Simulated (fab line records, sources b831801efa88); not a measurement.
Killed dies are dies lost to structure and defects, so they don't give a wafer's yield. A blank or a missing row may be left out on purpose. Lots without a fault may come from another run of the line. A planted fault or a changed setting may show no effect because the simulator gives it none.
fab line records | flow sky130
record lots=13 wafers=38 last_day=50
route steps=708 shown SD_P@359 LI_CONTACT@362 PAD_OPEN@708
lots that met no fault: from a run of the same line without faults
start_h: hours from the record's first day to the start of the lot's first wafer shown | wait_h: hours since the lot's step before | " the same as in the row above | L1.1+2: a row that stands for several wafers | - no value, or no start given | * or withheld: withheld | < > ~ a bound
route shown NAME@n: a module of which the file shows steps, and the number in the route of the first | usual: mean/standard deviation of fault-free wafers | same: alike in all rows | chamber/n: place in a boat | sites: the reading at each site | _std_site: their standard deviation | _edge_site: outer sites' mean less inner sites' | radius_mm: how far each site lies from the wafer's centre | mask NAME#n: copy n | behind: the tool/chamber that last shaped the wafer | hold: why the lot was held/for how many hours/how that ended | device: the transistor (n, p or np) that didn't switch | end of line: the same wafers' tests at the end of the route | a step without rows: its recipe alone | killed: dies lost to structure and defects at the first sort, not the wafer's yield | map: a wafer's dies, x killed, . not, _ none there
set.NAME: the setting as run; set.NAME@STEP: as run at that earlier step | model.NAME: the simulator's own value behind a step, which no gauge read
steps of the route over a sample of lots; a table a step, a row a wafer
services: from which hour (start_h, from the record's first day; less than 0 if before it) a tool's chamber was out of use, for how many hours, and why
## steps
# step SKY_SD_N_RS_MEAS_17
# recipe thk_meas_gauge=four-point-probe
# usual SD_P_RS=147.0/0.39
# columns lot.wafer tool chamber start_h wait_h SD_P_RS[ohm/sq]
L739.3 film_metro-03 - 664.61 0.1 147.4
L739.4 " - " " 147.2
L739.6 " - " " 146.8
L740.3 film_metro-04 - 667.46 0.1 147.0
L740.4 " - " " 146.7
L740.6 " - " " 146.7
L742.1 film_metro-04 - 671.65 0.1 146.8
L742.2 " - " " 146.9
L742.3 " - " " 146.9
L741.3 film_metro-03 - 673.29 0.1 146.7
L741.4 " - " " 147.2
L741.5 " - " " 147.1
L744.1 film_metro-01 - 680.27 0.1 146.6
L744.3 " - " " 146.6
L744.4 " - " " 146.9
L745.2 film_metro-01 - 712.49 0.1 146.5
L745.5 " - " " 146.8
L747.1 film_metro-01 - 719.41 0.1 146.9
L747.4 " - " " 146.7
L747.5 " - " " 147.0
L755.1 film_metro-01 - 774.87 0.1 147.2
L755.5 " - " " 147.7
L755.6 " - " " 147.5
L754.1 film_metro-01 - 781.21 0.1 146.3
L754.3 " - " " 146.9
L754.6 " - " " 146.4
L756.2 film_metro-03 - 788.13 0.1 146.2
L756.3 " - " " 147.0
L756.6 " - " " 147.0
L757.1 film_metro-03 - 794.01 0.1 147.0
L757.5 " - " " 147.1
L757.6 " - " " 147.4
L760.2 film_metro-03 - 814.68 0.1 147.5
L760.4 " - " " 147.4
L760.5 " - " " 147.8
L762.1 film_metro-01 - 819.81 0.1 146.8
L762.4 " - " " 147.0
L762.5 " - " " 147.2
# step SKY_LI_CONTACT_HDPCVD_00
# recipe material=PSG target_thk_nm=930 sigma_open_frac=0.3 time_s=155 temp_c=600 sih4_flow_sccm=60 pressure_mtorr=6
# usual run_length_s=182.5/0.65
# columns lot.wafer tool chamber start_h wait_h run_length_s
L739.3 hdpcvd-01 2 664.83 0.0 184.0
L739.4 " 1 " " 182.3
L739.6 " 2 " " 183.2
L740.3 hdpcvd-01 2 667.67 0.0 183.3
L740.4 " 2 " " 183.5
L740.6 " 1 " " 181.9
L742.1 hdpcvd-01 1 671.91 0.0 182.4
L742.2 " 2 " " 184.0
L742.3 " 0 " " 288.7
L741.3 hdpcvd-02 1 673.51 0.0 182.0
L741.4 " 2 " " 182.3
L741.5 " 0 " " 182.0
L744.1 hdpcvd-01 1 680.52 0.0 181.8
L744.3 " 2 " " 290.7
L744.4 " 2 " " 183.8
L745.2 hdpcvd-01 1 712.72 0.0 182.4
L745.5 " 0 " " 288.8
L747.1 hdpcvd-02 2 719.66 0.0 182.1
L747.4 " 0 " " 181.6
L747.5 " 1 " " 182.7
L755.1 hdpcvd-02 2 775.13 0.0 182.2
L755.5 " 1 " " 182.1
L755.6 " 0 " " 181.8
L754.1 hdpcvd-01 1 781.47 0.0 181.9
L754.3 " 0 " " 182.8
L754.6 " 0 " " 182.6
L756.2 hdpcvd-02 2 788.36 0.0 182.4
L756.3 " 0 " " 182.3
L756.6 " 0 " " 182.0
L757.1 hdpcvd-01 0 794.27 0.0 182.4
L757.5 " 0 " " 181.8
L757.6 " 2 " " 183.9
L760.2 hdpcvd-01 2 814.92 0.0 183.5
L760.4 " 2 " " 183.5
L760.5 " 1 " " 181.8
L762.1 hdpcvd-01 0 820.07 0.0 182.4
L762.4 " 1 " " 182.2
L762.5 " 2 " " 183.8
# step SKY_LI_CONTACT_THK_MEAS_01
# recipe reads=PSG_of_LI_CONTACT_HDPCVD_00
# usual LI_CONTACT_HDPCVD_THK=926/8.5
# columns lot.wafer tool chamber start_h wait_h LI_CONTACT_HDPCVD_THK[nm]
L739.3 film_metro-04 - 664.95 0.1 933
L739.4 " - " " 921
L739.6 " - " " 925
L740.3 film_metro-01 - 667.80 0.1 937
L740.4 " - " " 927
L740.6 " - " " 922
L742.1 film_metro-04 - 672.01 0.1 918
L742.2 " - " " 937
L742.3 " - " " 1557
L741.3 film_metro-04 - 673.63 0.1 932
L741.4 " - " " 924
L741.5 " - " " 935
L744.1 film_metro-03 - 680.63 0.1 913
L744.3 " - " " 1568
L744.4 " - " " 922
L745.2 film_metro-04 - 712.84 0.1 929
L745.5 " - " " 1564
L747.1 film_metro-03 - 719.77 0.1 918
L747.4 " - " " 920
L747.5 " - " " 927
L755.1 film_metro-01 - 775.23 0.1 933
L755.5 " - " " 926
L755.6 " - " " 927
L754.1 film_metro-03 - 781.57 0.1 926
L754.3 " - " " 924
L754.6 " - " " 936
L756.2 film_metro-01 - 788.48 0.1 925
L756.3 " - " " 930
L756.6 " - " " 922
L757.1 film_metro-03 - 794.37 0.1 934
L757.5 " - " " 919
L757.6 " - " " 912
L760.2 film_metro-01 - 815.03 0.1 937
L760.4 " - " " 950
L760.5 " - " " 939
L762.1 film_metro-04 - 820.17 0.1 919
L762.4 " - " " 915
L762.5 " - " " 930
# step SKY_LI_CONTACT_CMP_02
# recipe material=PSG down_force_psi=4 platen_rpm=60 pad_velocity_m_s=0.94248
# usual head_pressure_psi=4.000/0.0086 motor_current_A=12.6/2.2 time_to_endpoint_s=30.3/2.9
# columns lot.wafer tool chamber start_h wait_h head_pressure_psi motor_current_A time_to_endpoint_s
L739.3 cmp-02 0 665.04 0.1 3.999 12.4 34.2
L739.4 " 1 " " 3.994 14.1 29.5
L739.6 " 0 " " 4.011 11.9 32.0
L740.4 cmp-01 2 667.84 0.0 4.004 17.0 30.1
L740.3 " 1 " " 4.012 10.8 28.2
L740.6 " 2 " " 4.017 17.0 30.0
L742.3 cmp-02 3 672.07 0.0 3.995 14.3 85.9
L742.2 " 1 " " 3.990 13.4 26.6
L742.1 " 2 " " 4.009 10.7 31.8
L741.3 cmp-01 3 673.67 0.0 4.004 13.1 31.0
L741.4 " 2 " " 4.000 17.0 26.8
L741.5 " 3 " " 3.992 12.5 32.3
L744.4 cmp-02 0 680.69 0.0 3.982 11.9 28.2
L744.3 " 2 " " 3.991 10.7 94.4
L744.1 " 3 " " 4.012 13.5 29.2
L745.2 cmp-02 1 712.89 0.0 4.007 13.8 26.7
L745.5 " 2 " " 4.004 10.5 94.0
L747.4 cmp-01 0 719.83 0.0 3.999 10.8 30.5
L747.1 " 2 " " 4.011 17.3 31.1
L747.5 " 1 " " 3.987 10.2 26.6
L755.1 cmp-01 0 775.29 0.1 4.000 9.8 29.7
L755.5 " 0 " " 3.995 10.8 28.0
L755.6 " 1 " " 4.003 10.4 26.6
L754.3 cmp-01 2 781.68 0.1 3.991 18.0 30.4
L754.1 " 3 " " 4.000 12.1 32.0
L754.6 " 1 " " 3.995 11.2 27.5
L756.3 cmp-02 3 788.53 0.0 4.003 13.4 29.7
L756.2 " 1 " " 4.005 14.1 27.9
L756.6 " 3 " " 4.009 14.0 28.7
L757.1 cmp-01 1 794.43 0.1 3.992 11.3 30.2
L757.5 " 1 " " 3.985 10.8 29.2
L757.6 " 2 " " 3.996 17.4 30.2
L760.4 cmp-02 2 815.13 0.1 3.993 10.2 33.8
L760.2 " 0 " " 4.008 12.7 32.2
L760.5 " 2 " " 4.002 10.7 31.8
L762.4 cmp-02 1 820.23 0.0 4.004 12.8 27.4
L762.1 " 2 " " 3.990 10.9 33.4
L762.5 " 1 " " 3.996 14.8 28.5
# step SKY_LI_CONTACT_CD_MEAS_12
# recipe target_cd_nm=170
# usual cd_nm=169.5/1.4
# columns lot.wafer tool chamber start_h wait_h cd_nm
L739.3 cd_sem-02 - 693.89 - 169.8
L739.4 " - " " 169.5
L739.6 " - " " 170.3
L740.3 cd_sem-01 - 696.98 - 169.2
L740.4 " - " " 169.7
L740.6 " - " " 170.9
L742.1 cd_sem-02 - 701.63 - 168.2
L742.2 " - " " 168.5
L742.3 " - " " 167.8
L741.3 cd_sem-02 - 702.98 - 169.6
L741.4 " - " " 168.8
L741.5 " - " " 170.1
L744.1 cd_sem-02 - 708.99 - 168.2
L744.3 " - " " 169.1
L744.4 " - " " 168.5
L745.2 cd_sem-01 - 740.87 - 169.1
L745.5 " - " " 169.1
L747.1 cd_sem-02 - 747.90 - 170.0
L747.4 " - " " 168.5
L747.5 " - " " 169.4
L755.1 cd_sem-02 - 802.09 - 167.9
L755.5 " - " " 169.5
L755.6 " - " " 168.2
L754.1 cd_sem-01 - 808.08 - 171.2
L754.3 " - " " 170.7
L754.6 " - " " 168.5
L756.2 cd_sem-02 - 815.47 - 170.6
L756.3 " - " " 169.5
L756.6 " - " " 169.1
L757.1 cd_sem-02 - 820.99 - 169.9
L757.5 " - " " 170.5
L757.6 " - " " 169.6
L760.2 cd_sem-02 - 841.36 - 169.8
L760.4 " - " " 168.6
L760.5 " - " " 168.7
L762.1 cd_sem-02 - 846.43 - 168.9
L762.4 " - " " 168.8
L762.5 " - " " 169.4
# step SKY_LI_CONTACT_OVL_MEAS_13
# usual LI_CONTACT_OVL=0/5.2
# columns lot.wafer tool chamber start_h wait_h LI_CONTACT_OVL[nm]
L739.3 overlay-01 - 693.98 0.1 1
L739.4 " - " " 5
L739.6 " - " " 5
L740.3 overlay-02 - 697.07 0.1 2
L740.4 " - " " 3
L740.6 " - " " 4
L742.1 overlay-01 - 701.75 0.1 -12
L742.2 " - " " -9
L742.3 " - " " -14
L741.3 overlay-01 - 703.07 0.1 1
L741.4 " - " " -7
L741.5 " - " " 3
L744.1 overlay-02 - 709.11 0.1 5
L744.3 " - " " 4
L744.4 " - " " -1
L745.2 overlay-02 - 740.97 0.1 -5
L745.5 " - " " -3
L747.1 overlay-02 - 748.02 0.1 -5
L747.4 " - " " 0
L747.5 " - " " 3
L755.1 overlay-01 - 802.21 0.1 -5
L755.5 " - " " -2
L755.6 " - " " -3
L754.1 overlay-02 - 808.20 0.1 1
L754.3 " - " " 2
L754.6 " - " " 2
L756.2 overlay-02 - 815.57 0.1 3
L756.3 " - " " 2
L756.6 " - " " -3
L757.1 overlay-02 - 821.11 0.1 10
L757.5 " - " " 7
L757.6 " - " " 8
L760.2 overlay-02 - 841.46 0.1 -1
L760.4 " - " " 1
L760.5 " - " " -3
L762.1 overlay-01 - 846.55 0.1 -1
L762.4 " - " " 9
L762.5 " - " " -2
# step SKY_PAD_OPEN_PROBE_99
# usual killed_at_M0_to_M3=43/7.3 killed_at_M4_up=3.1/1.7 killed_at_contacts=25/5.3 killed_at_front_end=15/4.3 killed_at_other=0.2/0.54 killed_dies=87/10 killed_open=48/7.6 killed_short=38/6.1
# same gross_dies=492 killed_at_back_side=0
# columns lot.wafer tool chamber start_h wait_h killed_at_M0_to_M3 killed_at_M4_up killed_at_contacts killed_at_front_end killed_at_other killed_dies killed_open killed_short
L739.3 prober-02 - 1088.93 0.2 25 4 36 13 0 78 40 38
L739.4 prober-02 - 1088.98 0.2 34 1 25 10 0 70 38 32
L739.6 prober-02 - 1089.08 0.2 47 1 23 13 0 84 47 37
L740.3 prober-01 - 1089.97 0.2 55 2 27 20 0 104 66 38
L740.4 prober-01 - 1090.02 0.2 49 2 24 18 0 93 55 38
L740.6 prober-01 - 1090.12 0.2 52 4 23 10 1 90 45 45
L742.1 prober-01 - 1094.67 0.1 48 4 27 13 0 92 51 41
L742.2 prober-01 - 1094.72 0.1 40 4 24 17 0 85 50 35
L742.3 prober-01 - 1094.77 0.2 41 2 19 15 0 77 44 33
L741.3 prober-02 - 1096.61 0.2 41 2 21 19 0 83 44 39
L741.4 prober-02 - 1096.66 0.2 45 1 35 15 0 96 51 45
L741.5 prober-02 - 1096.71 0.2 47 0 40 13 0 100 63 37
L744.1 prober-01 - 1098.28 0.1 51 1 27 21 0 100 62 38
L744.3 prober-01 - 1098.38 0.2 49 0 29 14 0 92 54 38
L744.4 prober-01 - 1098.43 0.2 35 3 36 10 0 84 53 31
L747.1 prober-01 - 1127.10 0.1 39 2 35 17 0 93 46 47
L747.4 prober-01 - 1127.25 0.2 43 2 22 9 0 76 42 34
L747.5 prober-01 - 1127.30 0.2 44 3 21 9 1 78 45 33
L755.1 prober-01 - 1169.31 0.1 51 4 22 16 2 95 59 36
L755.5 prober-01 - 1169.51 0.2 41 1 19 20 0 81 38 43
L755.6 prober-01 - 1169.56 0.2 30 3 20 22 0 75 36 39
L754.1 prober-02 - 1171.67 0.1 46 2 34 17 0 99 48 51
L754.3 prober-02 - 1171.77 0.2 41 3 16 17 0 77 48 29
L754.6 prober-02 - 1171.92 0.2 43 6 28 20 0 97 48 49
L756.2 prober-01 - 1176.18 0.1 41 2 22 19 0 84 47 37
L756.3 prober-01 - 1176.23 0.2 53 4 26 16 0 99 48 50
L756.6 prober-01 - 1176.38 0.2 31 4 18 12 0 65 29 35
L757.1 prober-02 - 1177.63 0.1 60 2 36 15 0 113 69 43
L757.5 prober-02 - 1177.83 0.2 36 2 18 14 0 70 36 32
L757.6 prober-02 - 1177.88 0.2 35 7 28 20 0 90 63 27
L760.2 prober-01 - 1192.96 0.1 45 3 34 24 0 106 65 38
L760.4 prober-01 - 1193.06 0.2 43 3 30 16 1 93 53 40
L760.5 prober-01 - 1193.11 0.2 50 7 27 11 0 95 48 45
L762.1 prober-02 - 1195.46 0.1 38 1 28 22 0 89 49 38
L762.4 prober-02 - 1195.61 0.2 44 2 24 26 0 96 50 43
L762.5 prober-02 - 1195.66 0.2 51 1 37 15 1 105 62 43
# killed by level:class
L739.3 CONTACT:geometric_particle:open=13 CONTACT:geometric_particle:short=10 LI_CONTACT:geometric_particle:open=6 VIA2:geometric_particle:open=5 FIELD_ISO:geometric_particle:short=4 METAL1:geometric_particle:short=4 VIA1:geometric_particle:short=4 VIA1:geometric_particle:open=4
L739.4 CONTACT:geometric_particle:open=13 VIA3:geometric_particle:open=7 VIA1:geometric_particle:short=6 CONTACT:geometric_particle:short=5 POLY_GATE:geometric_particle:short=4 LI_CONTACT:geometric_particle:open=4 METAL1:geometric_particle:short=4 VIA1:geometric_particle:open=4
L739.6 VIA1:geometric_particle:open=8 VIA2:geometric_particle:open=8 VIA3:geometric_particle:open=7 LI_CONTACT:geometric_particle:open=6 LOCAL_INTERCONNECT:geometric_particle:short=6 CONTACT:geometric_particle:open=6 METAL1:geometric_particle:short=6 POLY_GATE:geometric_particle:open=4
L740.3 VIA2:geometric_particle:open=15 VIA1:geometric_particle:open=15 CONTACT:geometric_particle:open=12 LI_CONTACT:geometric_particle:open=7 FIELD_ISO:geometric_particle:short=5 VIA3:geometric_particle:open=5 POLY_GATE:geometric_particle:short=4 METAL1:geometric_particle:short=4
L740.4 VIA1:geometric_particle:open=16 CONTACT:geometric_particle:open=13 VIA2:geometric_particle:short=7 LI_CONTACT:geometric_particle:open=6 VIA2:geometric_particle:open=6 VIA3:geometric_particle:open=6 POLY_GATE:geometric_particle:short=5 VIA1:geometric_particle:short=5
L740.6 VIA3:geometric_particle:open=9 VIA1:geometric_particle:open=8 METAL1:geometric_particle:short=7 POLY_GATE:geometric_particle:open=7 LOCAL_INTERCONNECT:geometric_particle:short=7 VIA2:geometric_particle:open=7 VIA1:geometric_particle:short=5 LI_CONTACT:geometric_particle:open=5
L742.1 VIA1:geometric_particle:open=13 CONTACT:geometric_particle:open=12 CONTACT:geometric_particle:short=8 VIA1:geometric_particle:short=7 VIA2:geometric_particle:short=7 VIA2:geometric_particle:open=6 LI_CONTACT:geometric_particle:open=5 VIA3:geometric_particle:open=4
L742.2 CONTACT:geometric_particle:open=8 VIA1:geometric_particle:open=8 VIA3:geometric_particle:open=8 LI_CONTACT:geometric_particle:open=7 METAL1:geometric_particle:short=6 FIELD_ISO:geometric_particle:short=5 LOCAL_INTERCONNECT:geometric_particle:short=5 VIA2:geometric_particle:open=5
L742.3 VIA1:geometric_particle:open=13 LI_CONTACT:geometric_particle:open=8 POLY_GATE:geometric_particle:short=7 VIA2:geometric_particle:open=7 METAL1:geometric_particle:short=6 CONTACT:geometric_particle:open=5 VIA1:geometric_particle:short=5 FIELD_ISO:geometric_particle:open=3
L741.3 VIA2:geometric_particle:open=10 VIA1:geometric_particle:open=8 CONTACT:geometric_particle:open=7 LOCAL_INTERCONNECT:geometric_particle:short=5 FIELD_ISO:geometric_particle:short=5 POLY_GATE:geometric_particle:short=5 CONTACT:geometric_particle:short=5 FIELD_ISO:geometric_particle:open=4
L741.4 CONTACT:geometric_particle:open=13 METAL2:geometric_particle:short=10 CONTACT:geometric_particle:short=8 LI_CONTACT:geometric_particle:open=7 VIA3:geometric_particle:open=7 VIA1:geometric_particle:open=7 VIA2:geometric_particle:open=5 METAL1:geometric_particle:short=5
L741.5 CONTACT:geometric_particle:open=16 LI_CONTACT:geometric_particle:open=12 CONTACT:geometric_particle:short=10 VIA1:geometric_particle:open=10 VIA3:geometric_particle:open=7 METAL1:geometric_particle:short=7 VIA1:geometric_particle:short=6 VIA2:geometric_particle:open=5
L744.1 VIA3:geometric_particle:open=14 VIA1:geometric_particle:open=10 VIA2:geometric_particle:open=7 LI_CONTACT:geometric_particle:open=6 CONTACT:geometric_particle:open=6 METAL1:geometric_particle:short=6 VIA1:geometric_particle:short=6 LOCAL_INTERCONNECT:geometric_particle:short=5
L744.3 VIA1:geometric_particle:open=17 CONTACT:geometric_particle:open=13 METAL1:geometric_particle:short=8 LI_CONTACT:geometric_particle:open=7 POLY_GATE:geometric_particle:short=5 CONTACT:geometric_particle:short=5 VIA1:geometric_particle:short=5 VIA3:geometric_particle:open=5
L744.4 CONTACT:geometric_particle:open=15 LI_CONTACT:geometric_particle:open=12 VIA1:geometric_particle:open=11 METAL2:geometric_particle:short=6 FIELD_ISO:geometric_particle:open=5 VIA1:geometric_particle:short=5 LOCAL_INTERCONNECT:geometric_particle:short=4 LI_CONTACT:geometric_particle:short=3
L747.1 CONTACT:geometric_particle:open=11 CONTACT:geometric_particle:short=10 VIA1:geometric_particle:open=9 LOCAL_INTERCONNECT:geometric_particle:short=8 VIA3:geometric_particle:open=6 FIELD_ISO:geometric_particle:short=5 FIELD_ISO:geometric_particle:open=5 VIA1:geometric_particle:short=4
L747.4 VIA1:geometric_particle:open=10 CONTACT:geometric_particle:open=8 VIA3:geometric_particle:open=8 VIA1:geometric_particle:short=6 METAL2:geometric_particle:short=6 LI_CONTACT:geometric_particle:open=4 METAL1:geometric_particle:short=4 LOCAL_INTERCONNECT:geometric_particle:short=4
L747.5 VIA1:geometric_particle:open=13 CONTACT:geometric_particle:open=8 VIA2:geometric_particle:open=6 VIA3:geometric_particle:open=5 CONTACT:geometric_particle:short=5 VIA3:geometric_particle:short=5 LI_CONTACT:geometric_particle:open=4 METAL2:geometric_particle:short=3
L755.1 VIA1:geometric_particle:open=13 VIA3:geometric_particle:open=12 CONTACT:geometric_particle:open=11 METAL1:geometric_particle:short=9 VIA2:geometric_particle:open=6 FIELD_ISO:geometric_particle:open=5 CONTACT:geometric_particle:short=5 LOCAL_INTERCONNECT:geometric_particle:short=4
L755.5 VIA1:geometric_particle:open=7 METAL2:geometric_particle:short=7 FIELD_ISO:geometric_particle:short=6 CONTACT:geometric_particle:short=6 VIA1:geometric_particle:short=6 FIELD_ISO:geometric_particle:open=5 METAL2:geometric_particle:open=5 CONTACT:geometric_particle:open=4
L755.6 VIA1:geometric_particle:open=8 CONTACT:geometric_particle:open=7 POLY_GATE:geometric_particle:short=6 FIELD_ISO:geometric_particle:short=5 LI_CONTACT:geometric_particle:open=5 VIA1:geometric_particle:short=5 LOCAL_INTERCONNECT:geometric_particle:short=4 METAL2:geometric_particle:short=4
L754.1 CONTACT:geometric_particle:open=15 VIA1:geometric_particle:open=10 CONTACT:geometric_particle:short=9 METAL2:geometric_particle:short=7 FIELD_ISO:geometric_particle:short=5 METAL1:geometric_particle:short=5 FIELD_ISO:geometric_particle:open=4 LI_CONTACT:geometric_particle:open=4
L754.3 VIA2:geometric_particle:open=9 LI_CONTACT:geometric_particle:open=7 VIA1:geometric_particle:open=7 METAL1:geometric_particle:short=6 FIELD_ISO:geometric_particle:open=5 METAL2:geometric_particle:short=5 POLY_GATE:geometric_particle:open=5 CONTACT:geometric_particle:open=5
L754.6 VIA1:geometric_particle:open=11 LI_CONTACT:geometric_particle:open=9 CONTACT:geometric_particle:open=8 LOCAL_INTERCONNECT:geometric_particle:short=7 METAL1:geometric_particle:short=6 METAL2:geometric_particle:short=6 VIA1:geometric_particle:short=6 VIA2:geometric_particle:open=6
L756.2 CONTACT:geometric_particle:open=10 VIA1:geometric_particle:open=10 POLY_GATE:geometric_particle:short=5 POLY_GATE:geometric_particle:open=5 LOCAL_INTERCONNECT:geometric_particle:short=5 METAL1:geometric_particle:short=5 VIA1:geometric_particle:short=5 VIA2:geometric_particle:open=5
L756.3 LI_CONTACT:geometric_particle:open=9 VIA1:geometric_particle:open=8 METAL1:geometric_particle:short=8 VIA3:geometric_particle:open=8 CONTACT:geometric_particle:open=7 METAL2:geometric_particle:short=7 VIA2:geometric_particle:open=6 METAL3:geometric_particle:short=5
L756.6 VIA2:geometric_particle:open=7 VIA1:geometric_particle:open=7 LOCAL_INTERCONNECT:geometric_particle:short=5 METAL2:geometric_particle:short=5 LI_CONTACT:geometric_particle:open=4 CONTACT:geometric_particle:open=4 METAL1:geometric_particle:short=4 METAL4:geometric_particle:short=4
L757.1 VIA1:geometric_particle:open=20 CONTACT:geometric_particle:open=13 VIA2:geometric_particle:open=10 LI_CONTACT:geometric_particle:open=9 CONTACT:geometric_particle:short=7 VIA3:geometric_particle:open=7 POLY_GATE:geometric_particle:open=5 METAL2:geometric_particle:short=5
L757.5 VIA1:geometric_particle:open=8 LI_CONTACT:geometric_particle:open=7 CONTACT:geometric_particle:open=7 POLY_GATE:geometric_particle:short=5 VIA3:geometric_particle:open=5 FIELD_ISO:geometric_particle:open=4 METAL1:geometric_particle:short=4 METAL2:geometric_particle:short=4
L757.6 CONTACT:geometric_particle:open=17 VIA1:geometric_particle:open=14 VIA2:geometric_particle:open=7 LI_CONTACT:geometric_particle:open=6 POLY_GATE:geometric_particle:open=6 FIELD_ISO:geometric_particle:short=5 METAL4:geometric_particle:short=5 METAL3:geometric_particle:short=4
L760.2 CONTACT:geometric_particle:open=14 VIA1:geometric_particle:open=13 CONTACT:geometric_particle:short=9 LI_CONTACT:geometric_particle:open=7 VIA2:geometric_particle:open=7 SPACER:geometric_particle:open=5 VIA3:geometric_particle:short=5 FIELD_ISO:geometric_particle:short=4
L760.4 CONTACT:geometric_particle:open=11 VIA2:geometric_particle:open=11 LI_CONTACT:geometric_particle:open=9 VIA1:geometric_particle:open=7 FIELD_ISO:geometric_particle:short=5 METAL1:geometric_particle:short=5 METAL3:geometric_particle:short=5 FIELD_ISO:geometric_particle:open=4
L760.5 VIA1:geometric_particle:open=14 CONTACT:geometric_particle:short=10 CONTACT:geometric_particle:open=9 METAL2:geometric_particle:short=8 LI_CONTACT:geometric_particle:open=6 VIA2:geometric_particle:open=6 METAL1:geometric_particle:short=5 METAL3:geometric_particle:short=5
L762.1 CONTACT:geometric_particle:open=12 FIELD_ISO:geometric_particle:open=7 CONTACT:geometric_particle:short=6 VIA1:geometric_particle:open=6 METAL2:geometric_particle:short=6 POLY_GATE:geometric_particle:open=5 LI_CONTACT:geometric_particle:open=5 VIA2:geometric_particle:open=5
L762.4 VIA1:geometric_particle:open=15 CONTACT:geometric_particle:open=9 FIELD_ISO:geometric_particle:short=8 LI_CONTACT:geometric_particle:open=6 METAL1:geometric_particle:short=6 CONTACT:geometric_particle:short=5 VIA1:geometric_particle:short=5 FIELD_ISO:geometric_particle:open=4
L762.5 CONTACT:geometric_particle:open=15 LI_CONTACT:geometric_particle:open=11 VIA3:geometric_particle:open=9 VIA2:geometric_particle:open=8 VIA1:geometric_particle:open=8 METAL2:geometric_particle:short=7 CONTACT:geometric_particle:short=5 METAL1:geometric_particle:short=5
## services
# columns tool chamber start_h hours kind
cmp-02 - 645.28 1.8 repair
cmp-01 - 647.76 2.0 repair
hdpcvd-02 - 650.75 15.0 pm
hdpcvd-02 0 650.75 15.0 vent_cycle
hdpcvd-02 1 650.75 15.0 vent_cycle
hdpcvd-02 2 650.75 15.0 vent_cycle
cmp-02 - 655.76 0.9 repair
hdpcvd-02 0 665.75 - clean
hdpcvd-02 1 665.75 - clean
hdpcvd-02 2 665.75 - clean
cmp-01 - 671.19 1.4 repair
hdpcvd-02 - 679.70 2.8 pm
cmp-02 - 681.95 4.1 repair
cmp-01 - 736.47 1.0 repair
cmp-02 - 744.00 4.0 pm
cmp-02 - 748.00 - consumable_replace:conditioner
cmp-02 - 748.00 - consumable_replace:pad
## key
first_sign step=SKY_LI_CONTACT_HDPCVD_00 reading=run_length_s direction=up sigmas=99+ usual=* struck=*
effect step=SKY_LI_CONTACT_THK_MEAS_01 reading=LI_CONTACT_HDPCVD_THK direction=up sigmas=75 usual=926 struck=1563
effect step=SKY_LI_CONTACT_CMP_02 reading=time_to_endpoint_s direction=up sigmas=21 usual=* struck=*
met_at SKY_LI_CONTACT_HDPCVD_00
struck_lots L742,L744,L745
struck_wafers L742.3,L744.3,L745.5
sort_left_out L745.5
tester_left_out L742,L744,L745
not_acting_at SKY_SD_N_RS_MEAS_17,SKY_LI_CONTACT_CD_MEAS_12,SKY_LI_CONTACT_OVL_MEAS_13
onset_between 667.67 671.91
fault kind=process_parameter_drift tool=hdpcvd-01 chamber=- onset_h=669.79 steps=SKY_LI_CONTACT_HDPCVD_00 channel=time_s offset=* shape=step end_h=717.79 scope=struck_wafers_only acts_in=* stated=*
# tester_left_out: of these lots the tester's yield and bins aren't shown, on N5 and GAA mostly nor the transistor test; their killed dies are dies lost to structure and defects alone, not to doping, threshold or leakage, so they don't give the yield
# sort_left_out: the simulated sort isn't trusted on such a fault, so these wafers' sort isn't shown, and their yield isn't known
